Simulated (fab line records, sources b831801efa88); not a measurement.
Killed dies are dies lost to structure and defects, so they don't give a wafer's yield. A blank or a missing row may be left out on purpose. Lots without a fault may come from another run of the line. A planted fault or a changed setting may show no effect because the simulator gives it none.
Which tool did it? | flow sfq_line | 7 lots, 21 wafers sampled, at 7 steps of a route of 325

WHAT THE GAUGES READ, wafer by wafer
SFQ_M6_OVL_MEAS_940.
lot  | measured     | on         | M6_OVL (nm)
L479 | day 62 06:11 | overlay-01 | -10 -14 -8
L482 | day 62 13:23 | overlay-01 | 0 2 -1
L485 | day 62 19:23 | overlay-01 | 4 3 5
L487 | day 73 03:23 | overlay-02 | - - -
L496 | day 78 04:24 | overlay-01 | -5 -4 -12
L498 | day 78 19:02 | overlay-01 | -11 -10 -12
L501 | day 84 09:26 | overlay-02 | -1 -1 -3

WHICH TOOL RAN EACH LOT (tool, then ch and the chambers of the sampled wafers, then the start)
lot  | SFQ_TRILAYER_I1_DEP_PECVD_045   | SFQ_TRILAYER_I1_CMP_CMP_046   | SFQ_TRILAYER_I1_METRO_MEASURE_047 | SFQ_TRILAYER_I1_VIA_ETCH_VIA_ETCH_052 | SFQ_TRILAYER_M2_LITHO_EXPOSE_058             | SFQ_TRILAYER_M4_DEP_SPUTTER_091
L479 | pecvd-02 ch 0,2, day 25 16:38   | cmp-01 ch 0,1,3, day 25 17:13 | film_metro-01, day 25 20:14       | rie_diel-01 ch 2,3, day 31 00:26      | krf_scanner-01 ch 0, day 31 06:47            | pvd_sputter-04, day 40 03:19
L482 | pecvd-01 ch 0,1, day 26 15:39   | cmp-02 ch 0,3, day 26 16:14   | film_metro-02, day 26 19:15       | rie_diel-01 ch 0,1,2, day 31 23:14    | krf_scanner-01 ch 0, day 40 14:07 or earlier | pvd_sputter-03, day 40 14:07
L485 | pecvd-02 ch 0,2, day 27 13:15   | cmp-02 ch 0,1,3, day 27 13:22 | film_metro-02, day 27 16:29       | rie_diel-03 ch 0,2,3, day 32 19:38    | krf_scanner-01 ch 0, day 32 21:59            | pvd_sputter-04, day 46 10:07
L487 | pecvd-04 ch 0,1,2, day 27 19:15 | cmp-02 ch 1,3, day 27 19:57   | film_metro-02, day 27 23:16       | rie_diel-03 ch 0,2,3, day 33 02:50    | krf_scanner-01, day 33 04:59                 | pvd_sputter-04, day 46 12:31
L496 | pecvd-01 ch 0,1,2, day 31 07:21 | cmp-01 ch 0,2,3, day 32 07:09 | film_metro-02, day 32 10:16       | rie_diel-04 ch 0,1,2, day 37 21:20    | krf_scanner-02 ch 0, day 42 23:39            | pvd_sputter-06, day 53 11:25
L498 | pecvd-02 ch 1,2, day 31 20:34   | cmp-02 ch 1,2,3, day 33 00:13 | film_metro-01, day 33 02:32       | rie_diel-03 ch 1,3, day 38 11:41      | krf_scanner-02 ch 0, day 43 17:51            | pvd_sputter-04, day 55 02:22
L501 | pecvd-04 ch 0,2, day 32 15:45   | cmp-02 ch 0,1, day 33 23:13   | film_metro-02, day 34 02:44       | rie_diel-03 ch 0,3, day 39 08:05      | krf_scanner-01 ch 0, day 44 22:10            | pvd_sputter-04, day 61 03:52
- SFQ_TRILAYER_I1_DEP_PECVD_045: deposits SiO2 from SiH4/N2O, time 111.11 s, target thk 500 nm.
- SFQ_TRILAYER_I1_CMP_CMP_046: polishes SiO2.
- SFQ_TRILAYER_I1_METRO_MEASURE_047
- SFQ_TRILAYER_I1_VIA_ETCH_VIA_ETCH_052: etches SiO2 in CHF3, stops on Nb, target depth 260 nm.
- SFQ_TRILAYER_M2_LITHO_EXPOSE_058: exposes mask M2, target cd 500 nm.
- SFQ_TRILAYER_M4_DEP_SPUTTER_091: material Nb, target thk 200 nm, time 133.3 s.

THE ANSWER, worked out from the rows above alone
Rule: what is usual is taken from the lots themselves. Put in order of their means at a reading, lots are off if they are a third of the lots or fewer, leave a main group of 4 or more, and stand apart from it by a gap of 3 or more times the standard deviation of the main group's means; of several such gaps the widest counts. A main group whose means are all the same, to the digits that the tables above print for the reading, isn't used. A lot without any number at a reading at which 4 lots or more have one is off too. The other lots that the step has rows for count as sound.
Off: L487, at SFQ_M6_OVL_MEAS_940 (M6_OVL). Without a number there: L487. The main group: mean -4 nm, standard deviation 5.6.
A tool fits if, at a process step before that reading, it ran every lot that is off, and no sound lot after the first of them. The gauges at SFQ_M6_OVL_MEAS_940 are tried like those tools. SFQ_TRILAYER_M2_LITHO_EXPOSE_058 gives no start for some lots, so the hours and the order of its lots are those of SFQ_TRILAYER_M4_DEP_SPUTTER_091. None of those tried fits.

WHAT THE SIMULATOR HAD PUT IN
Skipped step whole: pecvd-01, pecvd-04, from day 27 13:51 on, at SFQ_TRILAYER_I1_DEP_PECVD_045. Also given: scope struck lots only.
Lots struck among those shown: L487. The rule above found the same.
